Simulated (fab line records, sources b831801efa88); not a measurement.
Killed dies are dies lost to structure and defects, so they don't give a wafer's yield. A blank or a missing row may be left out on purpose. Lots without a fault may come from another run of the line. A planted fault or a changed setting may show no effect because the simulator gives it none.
Which tool did it? | flow gf180mcu | 7 lots, 20 wafers sampled, at 2 steps of a route of 602

WHAT THE GAUGES READ, wafer by wafer
GF_VT_IMPLANT_TW_MEAS_32.
lot  | measured     | on            | VT_IMPLANT_3_TW
L336 | day 7 09:22  | film_metro-01 | 271.0 270.4 271.4
L338 | day 8 04:01  | film_metro-04 | 271.9 271.7 270.8
L340 | day 8 14:58  | film_metro-04 | 272.9 272.5 272.3
L342 | day 9 03:59  | film_metro-02 | 269.9 270.0 270.4
L345 | day 9 23:52  | film_metro-01 | 271.2 270.4 270.6
L352 | day 11 19:19 | film_metro-01 | 269.8 30.5 269.9 30.5
L356 | day 13 01:39 | film_metro-01 | 272.2 270.8 270.1

WHICH TOOL RAN EACH LOT (tool, then ch and the chambers of the sampled wafers, then the start)
lot  | GF_VT_IMPLANT_DEVELOP_28
L336 | litho_track-04 ch 0, day 7 08:57
L338 | litho_track-01 ch 0, day 8 03:35
L340 | litho_track-01 ch 0, day 8 14:34
L342 | litho_track-04 ch 0, day 9 03:33
L345 | litho_track-03 ch 0, day 9 23:28
L352 | litho_track-03 ch 0, day 11 18:55
L356 | litho_track-04 ch 0, day 13 01:15
- GF_VT_IMPLANT_DEVELOP_28: develop time 60 s.

THE ANSWER, worked out from the rows above alone
Rule: what is usual is taken from the lots themselves. Put in order of their means at a reading, lots are off if they are a third of the lots or fewer, leave a main group of 4 or more, and stand apart from it by a gap of 3 or more times the standard deviation of the main group's means; of several such gaps the widest counts. A main group whose means are all the same, to the digits that the tables above print for the reading, isn't used. A lot without any number at a reading at which 4 lots or more have one is off too. The other lots that the step has rows for count as sound.
Off: L352, at GF_VT_IMPLANT_TW_MEAS_32 (VT_IMPLANT_3_TW). The main group: mean 271.1, standard deviation 0.76.
A tool fits if, at a process step before that reading, it ran every lot that is off, and no sound lot after the first of them. The gauges at GF_VT_IMPLANT_TW_MEAS_32 are tried like those tools. One fits: litho_track-03 at GF_VT_IMPLANT_DEVELOP_28. Its last sound lot is L345 (day 9 23:28), its first lot that is off L352 (day 11 18:55): a fault that began between those two fits.

WHAT THE SIMULATOR HAD PUT IN
Process parameter drift: litho_track-03, from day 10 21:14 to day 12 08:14, at GF_VT_IMPLANT_DEVELOP_28. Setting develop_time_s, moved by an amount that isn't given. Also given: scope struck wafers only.
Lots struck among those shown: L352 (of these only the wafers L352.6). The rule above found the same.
